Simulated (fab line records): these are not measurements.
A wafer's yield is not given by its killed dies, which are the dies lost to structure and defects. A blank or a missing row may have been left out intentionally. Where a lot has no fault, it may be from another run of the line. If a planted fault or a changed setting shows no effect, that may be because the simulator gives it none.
Problem report in the 8D (eight disciplines) form, filled by code -- flow gf180mcu -- the parts of the form that need people (team, actions taken, sign-off) are left out

## 1. THE PROBLEM
Wafers free of any fault read 1198 ohm/sq (standard deviation 3.9) for LVPWELL_RS at GF_VT_IMPLANT_RS_MEAS_48, against a mean of 1106 ohm/sq on 6 wafers of 2 lots. Relative to the usual mean, that is a shift of -24 standard deviations.
The step: measures by four-point-probe.
First seen on wafer L758.1, day 11 22:05, on filmMetro-02. At this step, 39 wafers from 13 lots have a number in the record. By rule, "out" or "out of limits" means more than 4 standard deviations away from the usual mean. All remaining wafers that have a number are taken as sound.

## 2. WHAT IT IS; WHAT IT IS NOT
question,is,is not
which readings at this step,LVPWELL_RS,-
which lots,"L758, L760","L746, L747, L749, L751, L752, L753, L757, L762, L765, L767, L768"
which wafers of those lots,all that have a number,-
read on which gauges,filmMetro-02,"filmMetro-01, filmMetro-03"
when,from day 11 22:05,"up to then (21 sound wafers); but 12 sound wafers of L762, L765, L767, L768 came after"

## 3. WHAT RULES OUT EACH SUSPECT
Counting: any tool at a process step up to the reading is kept as a suspect provided that every lot that is out went through it and no sound lot did after the first of them.
- the gauge at GF_VT_IMPLANT_RS_MEAS_48: ruled out. All the wafers that are out were read on filmMetro-02, but those of them that GF_LVPWELL_IMPLANT_08 has rows for are out there too, on other tools.
- implanter-01 at GF_LVPWELL_IMPLANT_08: kept. It ran every lot that is out, first L758 (day 7 10:26), and no sound lot after that; its last sound lot up to then is L751 (day 5 05:16). Its own readings are out on those wafers: beamOnS, faradayCurrentUA.
The count leaves implanter-01 at GF_LVPWELL_IMPLANT_08.

## 4. THE CAUSE (what the simulator had put in)
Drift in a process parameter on implanter-01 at GF_LVPWELL_IMPLANT_08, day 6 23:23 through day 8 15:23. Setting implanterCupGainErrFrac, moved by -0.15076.
Counting left only this tool.

## 5. THE CHAIN OF EFFECTS, in route order
Each row: a reading where the mean over the struck wafers with a number is more than 3 standard deviations away from the usual. Scope: only readings with a usual standard deviation given in the record; hours: median across lots of the time from each lot's start at the first step in this table that gives one to its start at this step; sigmas: change in usual standard deviations.
hours,step,reading,usual,on struck wafers,change,sigmas
0,GF_LVPWELL_IMPLANT_08,beamOnS,10.01 s,11.77,+1.76,+8.4
0,GF_LVPWELL_IMPLANT_08,faradayCurrentUA,84.5,71.8,-12.7,-7.1
107,GF_VT_IMPLANT_RS_MEAS_48,LVPWELL_RS,1198 ohm/sq,1106,-92,-24
The process steps in it:
- GF_LVPWELL_IMPLANT_08
Later steps that measure or inspect, where all struck wafers having a row at the step show a number for every such reading and not one has moved that far: GF_V2_OVL_MEAS_15.

## 6. WHAT WOULD HAVE CAUGHT IT SOONER
119 hours passed between the start of the fault at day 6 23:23 and the first reading out of limits at a measuring or inspecting step in this record, taken at day 11 22:05.
At GF_LVPWELL_IMPLANT_08, the tool's own readings (beamOnS, faradayCurrentUA) were out on each struck wafer the step has a row for, so an alarm limit on them would have fired on the first such wafer.
The start of GF_LVPWELL_IMPLANT_08 on implanter-01 came by day 11 22:05 for every one of the lots that are out (2). None of them would have been spared by holding the tool at that moment.
